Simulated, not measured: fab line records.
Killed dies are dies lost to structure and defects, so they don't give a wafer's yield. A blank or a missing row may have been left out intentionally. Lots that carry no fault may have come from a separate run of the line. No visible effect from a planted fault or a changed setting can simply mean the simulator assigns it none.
One fault through the eyes of 2 desks	flow sky130	only its own numbers are on each desk; what lay behind them is given at the end

FOR THE TOOL OWNER'S DESK: litho_track-04
The tool's own readings at SKY_SD_P_DEVELOP_06 (develop time 60 s): means of the sampled wafers that have a number, for each lot that ran on this tool. Any lot whose mean is over 4 standard deviations away from the usual mean is out of limits and marked OUT; that distance is given in the brackets.
Columns: A = developer_temp_C at SKY_SD_P_DEVELOP_06, usual 23.01 C
lot	first seen here	A
L699	day 27 06:08	23.14
L704	day 28 21:14	20.68 (-23) OUT
L705	day 29 08:56	20.76 (-22) OUT
L706	day 29 15:38	20.72 (-23) OUT
L716	day 32 22:14	23.02
This desk's verdict: out of limits on L704, L705, L706, starting with L704 at day 28 21:14 (developer_temp_C at SKY_SD_P_DEVELOP_06). Within limits: L699, L716.

THE METROLOGY DESK
What the gauges read, lot by lot, whatever tool the lot ran on: means of the sampled wafers that have a number. Any lot whose mean is over 4 standard deviations away from the usual mean is out of limits and marked OUT; that distance is given in the brackets.
Columns: A = POLY_CUT_OVL at SKY_POLY_CUT_OVL_MEAS_09, usual 0 nm; B = cd_nm at SKY_SD_P_CD_MEAS_07, usual 379.9 nm
lot	first seen here	A	B
L697	day 25 06:29	5	379.0
L699	day 26 00:47	-4	378.7
L700	day 26 06:35	-6	379.2
L704	day 27 19:23	3	387.9
L705	day 28 05:35	-2	390.6 (+4.9) OUT
L706	day 28 13:45	2	384.8
L711	day 30 01:14	6	379.9
L712	day 30 03:41	1	380.3
L713	day 30 06:53	-7	381.4
L714	day 30 19:15	-2	381.1
L716	day 31 19:36	-6	375.6
L717	day 31 22:41	3	376.7
This desk's verdict: out of limits on L705, starting with L705 at day 29 09:05 (cd_nm at SKY_SD_P_CD_MEAS_07). Within limits: L697, L699, L700, L704, L706, L711, L712, L713, L714, L716, L717.

BROUGHT TOGETHER
An alarm could have come from the tool owner's desk at day 28 21:14, on L704, L705, L706.
At day 29 09:05 the metrology desk could have sounded an alarm, on L705.
The metrology desk has L704, L706 on record, within its limits.
Every lot named ran SKY_SD_P_DEVELOP_06 on litho_track-04.

WHAT THE SIMULATOR HAD PUT IN
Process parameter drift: litho_track-04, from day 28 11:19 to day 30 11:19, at SKY_SD_P_DEVELOP_06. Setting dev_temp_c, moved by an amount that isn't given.
Struck lots among those shown: L704, L705, L706.
Counting hours from when the fault started, the first reading out of limits came at 10 for the tool owner's desk and at 22 for the metrology desk.
